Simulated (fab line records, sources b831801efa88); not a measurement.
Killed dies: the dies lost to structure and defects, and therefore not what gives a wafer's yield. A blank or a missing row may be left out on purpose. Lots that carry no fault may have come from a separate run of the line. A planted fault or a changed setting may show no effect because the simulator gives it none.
The same fault as seen by 2 desks    flow gf180mcu    only its own numbers are on each desk; what lay behind them is given at the end

TOOL OWNER'S DESK, pvd_sputter-03
At GF_M4_SPUTTER_04 (material TiN, target thk 50 nm, time 41.7 s) the tool's own readings: per lot run on this tool, the mean of the sampled wafers that have a number. The brackets show how far a lot's mean lies from the usual mean; more than 4 standard deviations puts the lot out of limits, marked OUT.
Columns: A = chamber_pressure_pa at GF_M4_SPUTTER_04, usual 0.4000 Pa; B = throttle_valve_pct at GF_M4_SPUTTER_04, usual 30.0 %
lot   first seen here  A                 B
L318  day 23 06:15     0.3998            29.5
L329  day 26 22:26     0.4215 (+28) OUT  29.4
L333  day 28 00:31     0.4207 (+27) OUT  29.4
Finding of this desk: L329, L333 out of limits; the first was L329 at day 26 22:26, on chamber_pressure_pa at GF_M4_SPUTTER_04. In limits: L318.

METROLOGY DESK
Means of the sampled wafers that have a number, per lot and without regard to the tool the lot ran on: this is what the gauges read. The brackets show how far a lot's mean lies from the usual mean; more than 4 standard deviations puts the lot out of limits, marked OUT. Of its 9 readings 7 are shown: those that lie furthest out on some lot.
Columns: A = V3_W_RS at GF_V3_RS_MEAS_24, usual 0.330 ohm/sq; B = V3_W_THK at GF_V3_THK_MEAS_25, usual 354 nm; C = M4_ALCU_THK at GF_M4_THK_MEAS_06, usual 452 nm; D = M4_OVL at GF_M4_OVL_MEAS_15, usual -1 nm; E = V4_CVD_00_THK at GF_V4_THK_MEAS_01, usual 598 nm; F = V4_CVD_02_THK at GF_V4_THK_MEAS_03, usual 854 nm; G = V4_BOW at GF_V4_BOW_MEAS_05, usual 137 um
lot   first seen here  A      B    C    D   E    F    G
L318  day 23 05:35     0.332  354  453  -6  595  855  148
L323  day 24 19:56     0.325  358  452  -7  594  856  151
L329  day 26 21:48     0.332  355  450  2   604  847  136
L333  day 27 23:52     0.324  361  458  3   600  857  131
L335  day 28 15:20     0.330  354  446  -3  594  841  140
L337  day 29 02:32     0.326  355  456  -0  603  843  134
This desk found nothing out of limits on any of the 6 lots.

TAKEN TOGETHER
At day 26 22:26, on L329, L333, the tool owner's desk was in a position to raise an alarm.
Metrology desk: nothing out of limits seen.
The metrology desk has L329, L333 on record, within its limits.
Of the lots named, all ran GF_M4_SPUTTER_04 on pvd_sputter-03.

WHAT THE SIMULATOR HAD INSERTED
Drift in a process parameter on pvd_sputter-03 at GF_M4_SPUTTER_04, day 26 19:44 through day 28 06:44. A move of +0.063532 in setting chamber_pressure_pa, from 0.4. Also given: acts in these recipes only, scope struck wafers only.
Lots struck among those shown: L329, L333.
How many hours passed from the start of the fault until each desk's first out-of-limits reading: the tool owner's desk, 3.
